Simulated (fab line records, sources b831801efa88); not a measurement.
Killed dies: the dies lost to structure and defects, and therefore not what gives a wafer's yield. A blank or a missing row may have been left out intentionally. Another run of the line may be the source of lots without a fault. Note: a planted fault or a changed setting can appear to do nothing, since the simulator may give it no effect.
Split-lot experiment    flow gf180mcu    route with 602 steps; 5 lots, 23 wafers read

## THE SPLIT
At GF_M1_SPUTTER_04 (material TiN, target thk 50 nm, time 41.7 s), the setting chamberPressurePa was moved away from the recipe's 0.4 Pa on 15 of the 23 wafers read, by -10.7% to +13.1%. For the rest of the wafers, this setting stayed at what the recipe calls for.

The split's own step is where the reading is taken.

## THE READING
TiN_of_M1_SPUTTER_04.thkNm (the simulator's own value, which no gauge read), in nm, at GF_M1_SPUTTER_04 (material TiN, target thk 50 nm, time 41.7 s). The file does not state a usual value for it. Across the 8 wafers here that went through the recipe, the average is 49.88 nm and the standard deviation 0.22 nm.

wafer   tool, chamber at the split  chamberPressurePa as run, Pa  against the recipe  TiN_of_M1_SPUTTER_04.thkNm, nm  against lot-mates on the recipe
L075.2  pvdSputter-02, -            0.4                           recipe              49.95                           -
L075.3  pvdSputter-02, -            0.4                           recipe              50.25                           -
L075.4  pvdSputter-02, -            0.4                           recipe              49.81                           -
L075.5  pvdSputter-02, -            0.4                           recipe              49.71                           -
L075.6  pvdSputter-02, -            0.4                           recipe              49.57                           -
L078.1  pvdSputter-04, -            0.4523                        +13.1%              48.27                           no lot-mate on the recipe
L078.2  pvdSputter-04, -            0.4523                        +13.1%              48.37                           no lot-mate on the recipe
L078.3  pvdSputter-04, -            0.4523                        +13.1%              48.37                           no lot-mate on the recipe
L078.5  pvdSputter-04, -            0.4523                        +13.1%              48.7                            no lot-mate on the recipe
L078.6  pvdSputter-04, -            0.4523                        +13.1%              48.57                           no lot-mate on the recipe
L079.1  pvdSputter-01, -            0.4168                        +4.2%               49.18                           no lot-mate on the recipe
L079.2  pvdSputter-01, -            0.4168                        +4.2%               49.21                           no lot-mate on the recipe
L079.3  pvdSputter-01, -            0.4168                        +4.2%               49.93                           no lot-mate on the recipe
L079.5  pvdSputter-01, -            0.4168                        +4.2%               49                              no lot-mate on the recipe
L079.6  pvdSputter-01, -            0.4168                        +4.2%               49.62                           no lot-mate on the recipe
L080.2  pvdSputter-02, -            0.4                           recipe              49.87                           -
L080.5  pvdSputter-02, -            0.4                           recipe              50.18                           -
L080.6  pvdSputter-02, -            0.4                           recipe              49.7                            -
L083.1  pvdSputter-04, -            0.3574                        -10.7%              51.05                           no lot-mate on the recipe
L083.2  pvdSputter-04, -            0.3574                        -10.7%              51.42                           no lot-mate on the recipe
L083.3  pvdSputter-04, -            0.3574                        -10.7%              51.28                           no lot-mate on the recipe
L083.4  pvdSputter-04, -            0.3574                        -10.7%              50.83                           no lot-mate on the recipe
L083.5  pvdSputter-04, -            0.3574                        -10.7%              51.5                            no lot-mate on the recipe

THE FIT
A straight line over all 23 wafers: TiN_of_M1_SPUTTER_04.thkNm changes by -0.117 nm for each +1% of chamberPressurePa; r = -0.97; the points scatter about the line by 0.26 nm.
Too few moved wafers with a lot-mate on the recipe to fit a line net of each lot's own level.

## THE FILE'S OWN FIT
TiN_of_M1_SPUTTER_04.thkNm changes by -0.117 nm for each +1% of chamberPressurePa, r = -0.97.
